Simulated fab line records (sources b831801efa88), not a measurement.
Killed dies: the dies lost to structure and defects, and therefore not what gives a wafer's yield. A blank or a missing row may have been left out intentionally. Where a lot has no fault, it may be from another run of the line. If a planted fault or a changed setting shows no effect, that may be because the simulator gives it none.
A lot that was struck, set against a sound lot ; flow sky130 ; 28 out of 708 route steps
Sound: the wafers L222.2, L222.3, L222.6. Struck: wafers L227.1, L227.2, L227.3. At the end, the cause is stated.
For every step that has rows: the tool of each side, followed by ch and its chambers, followed by its first start. Under that, the readings that differ: sound wafers ; struck wafers ; difference of the means ; sigmas: that difference in standard deviations of wafers without a fault.
alike: a reading whose means differ by less than 2 such deviations, as well as words and numbers matching on both sides. not compared: withheld readings; readings where some wafer has no value; bounds like >300 that might hide an equal value; numbers whose values overlap and for which the record gives no deviation.
Wherever a step has rows on one side only, a row that says differs or no value, or a row with sigmas, the two part there. When numbers do not overlap yet have no deviation, they are printed without sigmas and do not part them. A reading missing from all wafers of one side parts the sides only when that side holds two or more wafers.

first, 4 steps without rows for these wafers: SKY_VIA4_STRIP_14 (strips in post etch residue remover, time 1200 s); SKY_VIA4_CLEAN_15 (cleans in IPA, time 180 s); SKY_VIA4_CLEAN_16 (cleans in O3/DIW); SKY_VIA4_SPUTTER_17 (material TiN, target thk 20 nm, time 80 s).
SKY_VIA4_CVD_18: deposits W, target thk 505 nm, time 152.14 s.
  sound on cvd w-02 ch 0,1, day 45 00:39; struck on cvd w-02 ch 0, day 46 08:38
  alike: heater power w
SKY_VIA4_RS_MEAS_19: the measuring method here is four-point-probe.
  sound: film metro-01 at day 45 00:49; struck: film metro-03 at day 46 08:56
  alike: VIA4_W_RS
SKY_VIA4_THK_MEAS_20: measures by xrf.
  sound: film metro-01 at day 45 00:56; struck: film metro-03 at day 46 09:04
  alike: VIA4_W_THK
then, 2 steps without rows for these wafers: SKY_VIA4_CMP_21 (polishes, stops on SiO2, t overpolish 25 s, target thk 0 nm); SKY_METAL5_SPUTTER_00 (material Ti, target thk 15 nm, time 10 s).
SKY_METAL5_SPUTTER_01: material TiN, target thk 20 nm, time 16.7 s.
  sound: pvd sputter-01 at day 45 01:18; struck: pvd sputter-02 at day 46 11:06
  alike: cathode dc power W, throttle valve pct
then, 1 step without rows for these wafers: SKY_METAL5_SPUTTER_02 (material AlCu, target thk 1150 nm, time 61.2 s).
SKY_METAL5_SPUTTER_03: material Ti, target thk 5 nm, time 3.3 s.
  sound: pvd sputter-01 at day 45 01:23; struck: pvd sputter-02 at day 46 11:10
  alike: cathode dc power W, throttle valve pct
SKY_METAL5_SPUTTER_04: material TiN, target thk 70 nm, time 58.3 s.
  sound: pvd sputter-01 at day 45 01:24; struck: pvd sputter-02 at day 46 11:11
reading;sound;struck;difference;sigmas
cathode dc power W (W);6501.0 6499.7 6499.9;6167.6 6168.9 6167.2;-332.3;-99 or more
model.TiN_of_METAL5_SPUTTER_04.thk nm (nm);69.72 69 69.8;67.12 67.5 66.21;-2.56;
  alike: throttle valve pct
SKY_METAL5_RS_MEAS_05: the measuring method here is four-point-probe.
  sound: film metro-01 at day 45 01:28; struck: film metro-04 at day 46 11:14
  alike: METAL5_ALCU_RS
SKY_METAL5_THK_MEAS_06: measures by xrf.
  sound: film metro-01 at day 45 01:35; struck: film metro-04 at day 46 11:22
  alike: METAL5_ALCU_THK
then, 7 steps without rows for these wafers: SKY_METAL5_DEHYDRATE_07 (time 60 s); SKY_METAL5_HMDS_08 (prime time 60 s); SKY_METAL5_COAT_09 (resist thk 1800 nm); SKY_METAL5_SOFTBAKE_10 (time 60 s); SKY_METAL5_EXPOSE_11 (exposes mask MM5, target cd 1600 nm); SKY_METAL5_PEB_12; SKY_METAL5_DEVELOP_13 (develop time 60 s).
SKY_METAL5_DESCUM_14: chemistry O2, time 11 s.
  sound on rie metal-02 ch 0,1, day 45 21:55; struck on rie metal-01 ch 0,1, day 47 07:01
  alike: drypump motor current A, oes product au
  not compared: rf hours counter h
then, 1 step without rows for these wafers: SKY_METAL5_METAL_ETCH_15 (etches the open film in Cl2/BCl3, stops on SiO2, target depth 1260 nm, time 252 s).
SKY_METAL5_STRIP_16: strips in O2/N2.
  sound on plasma asher-01 ch 0,1, day 45 22:11; struck on plasma asher-01 ch 0,1, day 47 07:17
  alike: drypump motor current A, oes product au, strip time to endpoint s
  not compared: rf hours counter h
SKY_METAL5_STRIP_17: strips in post etch residue remover, time 1200 s.
  sound on wet bench-02 ch 0, day 45 22:17; struck on wet bench-04 ch 2, day 47 07:23
reading;sound;struck;difference;sigmas
model.TiN_of_METAL5_SPUTTER_04.thk nm (nm);69.31 68.59 69.39;66.7 67.09 65.8;-2.6;
then, 1 step without rows for these wafers: SKY_METAL5_CLEAN_18 (cleans in IPA, time 180 s).
SKY_PAD_OPEN_PROBE_99:
  the record has rows for the struck wafers here (prober-01, day 49 01:15) and none for the sound ones

== WHERE THEY PART ==
First at SKY_METAL5_SPUTTER_04; last, within this record, at SKY_PAD_OPEN_PROBE_99.

WHY: what the simulator had put in
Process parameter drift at SKY_METAL5_SPUTTER_04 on pvd sputter-02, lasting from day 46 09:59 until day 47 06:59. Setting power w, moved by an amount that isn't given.
